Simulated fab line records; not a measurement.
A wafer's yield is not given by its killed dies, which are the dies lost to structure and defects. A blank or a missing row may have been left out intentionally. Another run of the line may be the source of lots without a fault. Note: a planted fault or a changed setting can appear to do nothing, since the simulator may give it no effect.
Chamber matching + flow sky130 + SKY_VIA4_CMP_21 on cmp-01 has 4 sister chambers
The step polishes, stops on SiO2, t overpolish 25 s, target thk 0 nm. 14 wafers are shown with their chamber, then 7 later ones without.

## EACH WAFER AND ITS CHAMBER
| wafer  | chamber | motor-current-A (A) | time-to-endpoint-s (s) | overpolish-run-s (s) |
|--------|---------|---------------------|------------------------|----------------------|
| L178.2 | 0       | 9.7                 | 126                    | 24.995               |
| L178.3 | 2       | 10.2                | 131                    | 25.001               |
| L178.6 | 3       | 10.2                | 121                    | 25.005               |
| L179.3 | 3       | 10.4                | 123                    | 25.011               |
| L179.5 | 1       | 10.8                | 134                    | 25.012               |
| L179.6 | 2       | 10.2                | 131                    | 25.006               |
| L183.2 | 3       | 10.3                | 118                    | 25.009               |
| L183.4 | 0       | 9.1                 | 121                    | 25.012               |
| L183.6 | 1       | 10.0                | 124                    | 24.992               |
| L185.2 | 1       | 10.7                | 124                    | 24.973               |
| L185.5 | 3       | 10.2                | 117                    | 25.017               |
| L185.6 | 0       | 9.2                 | 116                    | 25.016               |
| L186.2 | 1       | 10.6                | 121                    | 25.003               |
| L186.5 | 2       | 9.8                 | 121                    | 25.002               |

SIGNATURES (averages over the wafers above)
| reading            | chamber 0 | chamber 1 | chamber 2 | chamber 3 | scatter within a chamber |
|--------------------|-----------|-----------|-----------|-----------|--------------------------|
| motor-current-A    | 9.333     | 10.525    | 10.067    | 10.275    | 0.27                     |
| time-to-endpoint-s | 121.00    | 125.75    | 127.67    | 119.75    | 4.86                     |
| overpolish-run-s   | 25.00767  | 24.99500  | 25.00300  | 25.01050  | 0.0109                   |
Rule: for a wafer and a chamber, the distance is found by dividing, reading by reading, the gap between the wafer's reading and the chamber's mean by the reading's scatter, squaring, summing and taking the root. If the next closest chamber is less than 2 further off than the closest, the wafer can't be placed; otherwise it belongs to the closest. How the scatter is found: for the shown wafers, subtract from each reading the mean of its chamber, square and add these, divide the total by (wafers less chambers), then take the root.

## WAFERS WHOSE CHAMBER IS MISSING
| wafer  | motor-current-A (A) | time-to-endpoint-s (s) | overpolish-run-s (s) |
|--------|---------------------|------------------------|----------------------|
| L186.6 | 10.1                | 113                    | 24.999               |
| L194.1 | 10.7                | 120                    | 24.985               |
| L194.3 | 10.5                | 120                    | 25.003               |
| L194.6 | 10.0                | 129                    | 25.008               |
| L198.1 | 10.3                | 127                    | 24.987               |
| L198.3 | 10.6                | 112                    | 24.991               |
| L198.6 | 10.9                | 123                    | 24.999               |

## THE CHAMBER EACH PASSED THROUGH
| wafer  | from the rows above               | in truth |
|--------|-----------------------------------|----------|
| L186.6 | can't be placed: 3 or 2 or 1 or 0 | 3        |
| L194.1 | can't be placed: 1 or 3 or 2      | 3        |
| L194.3 | can't be placed: 3 or 1 or 2      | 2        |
| L194.6 | can't be placed: 2 or 3 or 1      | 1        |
| L198.1 | can't be placed: 1 or 2 or 3      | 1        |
| L198.3 | can't be placed: 3 or 1 or 2      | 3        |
| L198.6 | can't be placed: 1 or 3 or 2      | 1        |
Correctly placed: 0 of 7. These rows do not allow placing 7 (true chamber among the candidates in 7). 0 placed wrongly.
